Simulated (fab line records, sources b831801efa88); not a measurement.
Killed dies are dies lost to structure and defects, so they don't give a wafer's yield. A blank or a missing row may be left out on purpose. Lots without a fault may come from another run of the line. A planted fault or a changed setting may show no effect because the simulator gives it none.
fab line records | flow gf180mcu
record lots=11 wafers=33 last_day=34
route steps=602 shown V1@337 M2@366
lots that met no fault: from a run of the same line without faults
start_h: hours from the record's first day to the start of the lot's first wafer shown | wait_h: hours since the lot's step before | " the same as in the row above | L1.1+2: a row that stands for several wafers | - no value, or no start given | * or withheld: withheld | < > ~ a bound
route shown NAME@n: a module of which the file shows steps, and the number in the route of the first | usual: mean/standard deviation of fault-free wafers | same: alike in all rows | chamber/n: place in a boat | sites: the reading at each site | _std_site: their standard deviation | _edge_site: outer sites' mean less inner sites' | radius_mm: how far each site lies from the wafer's centre | mask NAME#n: copy n | behind: the tool/chamber that last shaped the wafer | hold: why the lot was held/for how many hours/how that ended | device: the transistor (n, p or np) that didn't switch | end of line: the same wafers' tests at the end of the route | a step without rows: its recipe alone | killed: dies lost to structure and defects at the first sort, not the wafer's yield | map: a wafer's dies, x killed, . not, _ none there
set.NAME: the setting as run; set.NAME@STEP: as run at that earlier step | model.NAME: the simulator's own value behind a step, which no gauge read
steps of the route over a sample of lots; a table a step, a row a wafer
services: from which hour (start_h, from the record's first day; less than 0 if before it) a tool's chamber was out of use, for how many hours, and why
## steps
# step GF_V1_CVD_02
# recipe material=SiO2 target_thk_nm=850 precursor=TEOS temp_c=400 time_s=94.851 rf_w=600
# usual heater_power_w=713/98 rf_fwd_power_W=596.7/2.2
# columns lot.wafer tool chamber start_h wait_h heater_power_w rf_fwd_power_W
L814.3 pecvd-04 0 386.43 0.0 815 597.1
L814.4 " 2 " " 705 594.0
L814.6 " 0 " " 843 597.1
L816.2 pecvd-04 1 415.56 0.0 853 594.3
L816.4 " 1 " " 705 594.4
L816.6 " 2 " " 699 591.5
L818.1 pecvd-02 1 423.08 0.1 501 595.7
L818.4 " 0 " " 699 595.4
L818.5 " 1 " " 546 595.4
L820.1 pecvd-02 0 443.81 0.1 671 595.6
L820.4 " 2 " " 589 593.9
L820.6 " 1 " " 456 597.5
L823.2 pecvd-03 2 466.73 0.0 719 596.1
L823.5 " 1 " " 764 598.6
L823.6 " 0 " " 646 595.4
L824.1 pecvd-03 1 480.04 0.1 792 599.9
L824.4 " 0 " " 681 600.8
L824.6 " 2 " " 653 595.9
L825.1 pecvd-02 2 485.25 0.1 663 596.1
L825.2 " 1 " " 574 595.4
L825.6 " 0 " " 691 597.9
L832.1 pecvd-03 2 542.79 0.1 748 597.2
L832.4 " 0 " " 709 602.6
L832.6 " 0 " " 572 600.9
L833.2 pecvd-02 0 554.47 0.0 611 594.9
L833.5 " 0 " " 658 594.9
L833.6 " 1 " " 449 595.7
L835.1 pecvd-03 1 564.57 0.1 796 595.5
L835.5 " 0 " " 566 603.2
L835.6 " 1 " " 695 596.9
L837.1 pecvd-03 1 577.09 0.1 738 595.4
L837.2 " 0 " " 721 596.0
L837.6 " 0 " " 565 599.2
# step GF_V1_STRIP_18
# recipe chemistry=O2/N2 power_w=1400 pressure_mtorr=1500 platen_temp_c=250 o2_flow_sccm=3000 n2_flow_sccm=300 overash_fraction=0.5
# usual drypump_motor_current_A=5.7/0.32 heater_power_w=346/54 oes_product_au=0.593/0.0049
# columns lot.wafer tool chamber start_h wait_h drypump_motor_current_A heater_power_w oes_product_au rf_hours_counter_h
L814.3 plasma_asher-03 0 410.44 - 5.8 329 0.599 -
L814.4 " 1 " " 5.5 315 0.600 -
L814.6 " 0 " " 5.8 328 0.600 -
L816.2 plasma_asher-02 0 440.60 - 6.0 303 0.596 83
L816.4 " 1 " " 5.3 322 0.598 -
L816.6 " 1 " " 5.3 328 0.597 -
L818.1 plasma_asher-01 0 447.96 - 5.5 458 0.585 2
L818.4 " 0 " " 5.5 472 0.596 -
L818.5 " 1 " " 6.2 340 0.591 -
L820.1 plasma_asher-02 1 468.80 - 5.3 329 0.596 86
L820.4 " 1 " " 5.3 333 0.592 -
L820.6 " 0 " " 6.0 302 0.595 -
L823.2 plasma_asher-01 1 491.50 - 6.2 327 0.592 6
L823.5 " 0 " " 5.6 469 0.598 -
L823.6 " 1 " " 6.2 336 0.585 -
L824.1 plasma_asher-02 0 504.70 - 6.0 306 0.602 91
L824.4 " 1 " " 5.3 322 0.606 -
L824.6 " 0 " " 6.0 292 0.600 -
L825.1 plasma_asher-01 0 508.91 - 5.5 463 0.591 8
L825.2 " 1 " " 6.2 339 0.588 8
L825.6 " 1 " " 6.2 331 0.595 -
L832.1 plasma_asher-03 1 565.35 - 5.5 320 0.596 80
L832.4 " 0 " " 5.8 342 0.585 -
L832.6 " 0 " " 5.8 326 0.583 -
L833.2 plasma_asher-03 0 577.30 - 5.8 323 0.591 81
L833.5 " 1 " " 5.5 316 0.596 -
L833.6 " 0 " " 5.8 331 0.599 -
L835.1 plasma_asher-02 1 587.25 - 5.3 322 0.590 100
L835.5 " 1 " " 5.3 327 0.588 -
L835.6 " 0 " " 6.0 301 0.588 -
L837.1 plasma_asher-03 0 598.60 - 5.8 334 0.597 83
L837.2 " 1 " " 5.5 327 0.586 83
L837.6 " 1 " " 5.5 318 0.592 -
# step GF_V1_CVD_23
# recipe material=W target_thk_nm=350 time_s=105.05 temp_c=400 pressure_torr=40
# usual chamber_pressure_Torr=40.02/0.088 heater_power_w=832/39
# columns lot.wafer tool chamber start_h wait_h chamber_pressure_Torr heater_power_w
L814.3 cvd_w-01 1 411.12 0.1 39.98 874
L814.4 " 0 " " 40.04 832
L814.6 " 1 " " 40.00 899
L816.2 cvd_w-01 0 441.23 0.0 39.89 847
L816.4 " 1 " " 40.04 890
L816.6 " 1 " " 40.07 849
L818.1 cvd_w-01 1 448.63 0.0 40.17 871
L818.4 " 1 " " 40.10 872
L818.5 " 1 " " 40.16 878
L820.1 cvd_w-02 0 469.44 0.0 39.96 828
L820.4 " 1 " " 39.97 767
L820.6 " 0 " " 39.92 832
L823.2 cvd_w-01 1 492.14 0.0 39.90 902
L823.5 " 0 " " 39.98 857
L823.6 " 1 " " 39.90 876
L824.1 cvd_w-02 1 505.33 0.0 40.07 781
L824.4 " 1 " " 40.09 787
L824.6 " 0 " " 40.10 806
L825.1 cvd_w-02 0 509.54 0.0 40.08 820
L825.2 " 1 " " 40.09 758
L825.6 " 0 " " 39.98 814
L832.1 cvd_w-02 0 566.03 0.0 33.50 813
L832.4 " 1 " " 40.03 770
L832.6 " 1 " " 40.09 784
L833.2 cvd_w-02 1 577.97 0.0 40.08 775
L833.5 " 0 " " 33.66 846
L833.6 " 1 " " 40.16 768
L835.1 cvd_w-01 1 587.91 0.0 40.03 876
L835.5 " 0 " " 40.17 845
L835.6 " 1 " " 40.00 888
L837.1 cvd_w-01 0 599.23 0.0 39.93 844
L837.2 " 1 " " 39.91 895
L837.6 " 0 " " 40.13 838
# step GF_V1_RS_MEAS_24
# recipe thk_meas_gauge=four-point-probe reads=W_of_V1_CVD_23+TiN_of_V1_SPUTTER_22+Ti_of_V1_SPUTTER_21
# usual V1_W_RS=0.326/0.0031
# columns lot.wafer tool chamber start_h wait_h V1_W_RS[ohm/sq]
L814.3 film_metro-02 - 411.23 0.1 0.322
L814.4 " - " " 0.324
L814.6 " - " " 0.328
L816.2 film_metro-01 - 441.36 0.1 0.331
L816.4 " - " " 0.328
L816.6 " - " " 0.329
L818.1 film_metro-02 - 448.74 0.1 0.332
L818.4 " - " " 0.330
L818.5 " - " " 0.328
L820.1 film_metro-01 - 469.55 0.1 0.325
L820.4 " - " " 0.324
L820.6 " - " " 0.322
L823.2 film_metro-01 - 492.27 0.1 0.318
L823.5 " - " " 0.325
L823.6 " - " " 0.321
L824.1 film_metro-01 - 505.44 0.1 0.322
L824.4 " - " " 0.325
L824.6 " - " " 0.323
L825.1 film_metro-01 - 509.66 0.1 0.327
L825.2 " - " " 0.329
L825.6 " - " " 0.329
L832.1 film_metro-03 - 566.14 0.1 0.355
L832.4 " - " " 0.322
L832.6 " - " " 0.320
L833.2 film_metro-03 - 578.10 0.1 0.322
L833.5 " - " " 0.352
L833.6 " - " " 0.326
L835.1 film_metro-02 - 588.02 0.1 0.327
L835.5 " - " " 0.331
L835.6 " - " " 0.324
L837.1 film_metro-03 - 599.34 0.1 0.325
L837.2 " - " " 0.323
L837.6 " - " " 0.322
# step GF_V1_THK_MEAS_25
# recipe thk_meas_gauge=xrf reads=W_of_V1_CVD_23
# usual V1_W_THK=376/5
# columns lot.wafer tool chamber start_h wait_h V1_W_THK[nm]
L814.3 film_metro-02 - 411.33 0.1 382
L814.4 " - " " 379
L814.6 " - " " 377
L816.2 film_metro-01 - 441.47 0.1 370
L816.4 " - " " 376
L816.6 " - " " 373
L818.1 film_metro-02 - 448.86 0.1 365
L818.4 " - " " 370
L818.5 " - " " 370
L820.1 film_metro-01 - 469.67 0.1 377
L820.4 " - " " 375
L820.6 " - " " 380
L823.2 film_metro-01 - 492.38 0.1 386
L823.5 " - " " 376
L823.6 " - " " 382
L824.1 film_metro-01 - 505.56 0.1 380
L824.4 " - " " 374
L824.6 " - " " 379
L825.1 film_metro-01 - 509.78 0.1 374
L825.2 " - " " 372
L825.6 " - " " 372
L832.1 film_metro-03 - 566.26 0.1 347
L832.4 " - " " 382
L832.6 " - " " 387
L833.2 film_metro-03 - 578.21 0.1 381
L833.5 " - " " 351
L833.6 " - " " 377
L835.1 film_metro-02 - 588.14 0.1 373
L835.5 " - " " 365
L835.6 " - " " 373
L837.1 film_metro-03 - 599.46 0.1 378
L837.2 " - " " 382
L837.6 " - " " 384
# step GF_M2_SPUTTER_04
# recipe material=TiN target_thk_nm=50 power_w=6500 time_s=41.7 chamber_pressure_pa=0.4
# usual throttle_valve_pct=30.5/0.83
# columns lot.wafer tool chamber start_h wait_h throttle_valve_pct
L814.3 pvd_sputter-01 - 411.85 0.0 30.1
L814.4 " - " " 31.0
L814.6 " - " " 29.8
L816.2 pvd_sputter-03 - 442.01 0.0 30.8
L816.4 " - " " 31.6
L816.6 " - " " 31.3
L818.1 pvd_sputter-03 - 449.40 0.0 30.9
L818.4 " - " " 30.2
L818.5 " - " " 31.4
L820.1 pvd_sputter-01 - 470.21 0.0 31.2
L820.4 " - " " 30.4
L820.6 " - " " 31.1
L823.2 pvd_sputter-02 - 492.94 0.0 29.8
L823.5 " - " " 28.9
L823.6 " - " " 29.4
L824.1 pvd_sputter-01 - 506.10 0.0 30.0
L824.4 " - " " 29.3
L824.6 " - " " 30.1
L825.1 pvd_sputter-01 - 510.32 0.0 29.2
L825.2 " - " " 31.2
L825.6 " - " " 30.9
L832.1 pvd_sputter-01 - 566.80 0.0 30.9
L832.4 " - " " 31.2
L832.6 " - " " 29.2
L833.2 pvd_sputter-01 - 578.74 0.0 29.8
L833.5 " - " " 31.0
L833.6 " - " " 31.1
L835.1 pvd_sputter-03 - 588.68 0.0 30.9
L835.5 " - " " 30.1
L835.6 " - " " 31.0
L837.1 pvd_sputter-02 - 600.00 0.0 30.2
L837.2 " - " " 30.6
L837.6 " - " " 30.1
## services
# columns tool chamber start_h hours kind
cvd_w-02 1 380.67 3.1 repair
pecvd-02 - 382.88 2.8 pm
cvd_w-02 - 390.00 14.0 pm
pecvd-03 1 394.89 9.0 repair
plasma_asher-03 - 402.16 1.2 repair
pecvd-03 - 406.88 14.6 pm
pvd_sputter-03 - 408.38 14.4 repair
plasma_asher-01 - 421.25 9.0 pm
cvd_w-01 - 432.13 6.0 pm
pecvd-03 - 444.79 5.5 pm
cvd_w-01 0 451.57 16.2 repair
pecvd-03 1 454.54 6.3 repair
pvd_sputter-03 - 457.68 3.7 repair
plasma_asher-03 - 464.26 4.4 repair
cvd_w-01 0 469.63 19.9 repair
pecvd-03 - 514.79 2.8 pm
plasma_asher-03 - 520.35 0.6 repair
pvd_sputter-01 - 521.47 1.5 repair
pecvd-03 1 537.54 18.7 repair
pecvd-02 0 537.61 7.5 repair
pecvd-02 1 546.63 7.8 repair
pecvd-03 2 550.17 22.3 repair
pecvd-03 - 591.12 14.0 pm
pecvd-03 - 597.54 5.2 repair
## key
first_sign step=GF_V1_CVD_23 reading=chamber_pressure_Torr direction=down sigmas=73 usual=40.02 struck=33.58
effect step=GF_V1_RS_MEAS_24 reading=V1_W_RS direction=up sigmas=8.7 usual=0.326 struck=0.353
effect step=GF_V1_THK_MEAS_25 reading=V1_W_THK direction=down sigmas=5.3 usual=376 struck=349
met_at GF_V1_CVD_23
struck_lots L832,L833
struck_wafers L832.1,L833.5
not_acting_at GF_V1_CVD_02,GF_V1_STRIP_18,GF_M2_SPUTTER_04
onset_between 509.54 566.03
fault kind=process_parameter_drift tool=cvd_w-02 chamber=0 onset_h=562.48 steps=GF_V1_CVD_23 channel=pressure_torr offset=-6.5204 shape=step end_h=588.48 acts_in=these_recipes_only stated=40
